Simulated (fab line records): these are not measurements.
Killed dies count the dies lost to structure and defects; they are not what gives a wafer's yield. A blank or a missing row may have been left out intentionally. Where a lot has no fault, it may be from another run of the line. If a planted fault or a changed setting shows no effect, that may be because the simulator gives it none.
Struck lot and sound lot, side by side | flow gf180mcu | 14 out of 602 route steps
Sound: the wafers L247.1, L247.2, L247.3. Wafers struck: L260.2, L260.4, L260.6. The cause comes at the end.
Each step with rows lists, per side, the tool, then ch with its chambers, then its first start. Under that, the readings that differ: sound wafers | struck wafers | difference of the means | sigmas: that difference in standard deviations of wafers without a fault.
alike: readings with means less than 2 such deviations apart, plus words and numbers identical on both sides. not compared: withheld readings, readings lacking a value on some wafer, bounds such as >300 that could conceal the same value, and numbers that have no deviation in the record and whose values overlap.
Wherever a step has rows on one side only, a row that says differs or no value, or a row with sigmas, the two part there. Numbers that don't overlap but have no deviation are shown without sigmas and don't part them. A reading that every wafer of one side lacks parts them only if that side has two wafers or more.

first, 1 step without rows for these wafers: GF_V5_CVD_00 (deposits SiO2, target thk 300 nm, time 50 s).
GF_V5_THK_MEAS_01:
  struck on filmMetro-02, day 30 15:59; sound on filmMetro-01, day 26 09:08
  alike: V5_CVD_00_THK
GF_V5_CVD_02: deposits SiO2 from TEOS, target thk 1450 nm, time 163.28 s.
  sound on pecvd-01 ch 0,1,2, day 26 09:11; struck on pecvd-04 ch 1,2, day 30 16:02
  alike: heaterPowerW, susceptorTempC
  not compared: sinceWetCleanH
GF_V5_THK_MEAS_03:
  struck on filmMetro-02, day 30 16:10; sound on filmMetro-04, day 26 09:18
  alike: V5_CVD_02_THK
GF_V5_CMP_04: polishes SiO2.
  sound on cmp-02 ch 0,1,3, day 26 09:22; struck on cmp-01 ch 0,1,3, day 30 16:16
  alike: motorCurrentA
GF_V5_BOW_MEAS_05:
  struck on filmMetro-02, day 30 16:32; sound on filmMetro-02, day 26 09:40
  alike: V5_BOW
then, 6 steps without rows for these wafers: GF_V5_DEHYDRATE_06 (time 60 s); GF_V5_HMDS_07 (prime time 60 s); GF_V5_COAT_08; GF_V5_COAT_09 (resist thk 1000 nm); GF_V5_SOFTBAKE_10 (time 60 s); GF_V5_EXPOSE_11 (exposes mask Via5, target cd 260 nm).
GF_V5_PEB_12: peb time 94.44 s.
  sound on lithoTrack-04 ch 0, day 27 05:30; struck on lithoTrack-02, day 31 09:29
  no value came back on the struck wafers for chillPlateTempC (C), exhaustPa (Pa), plateSensorTCentreC (C), plateSensorTEdgeC (C); on the sound wafers chillPlateTempC (C) reads 23.05 22.95 22.92
then, 1 step without rows for these wafers: GF_V5_DEVELOP_13 (develop time 60 s).

## WHERE THEY PART
Within this record, at GF_V5_PEB_12 only.

WHY: what the simulator had put in
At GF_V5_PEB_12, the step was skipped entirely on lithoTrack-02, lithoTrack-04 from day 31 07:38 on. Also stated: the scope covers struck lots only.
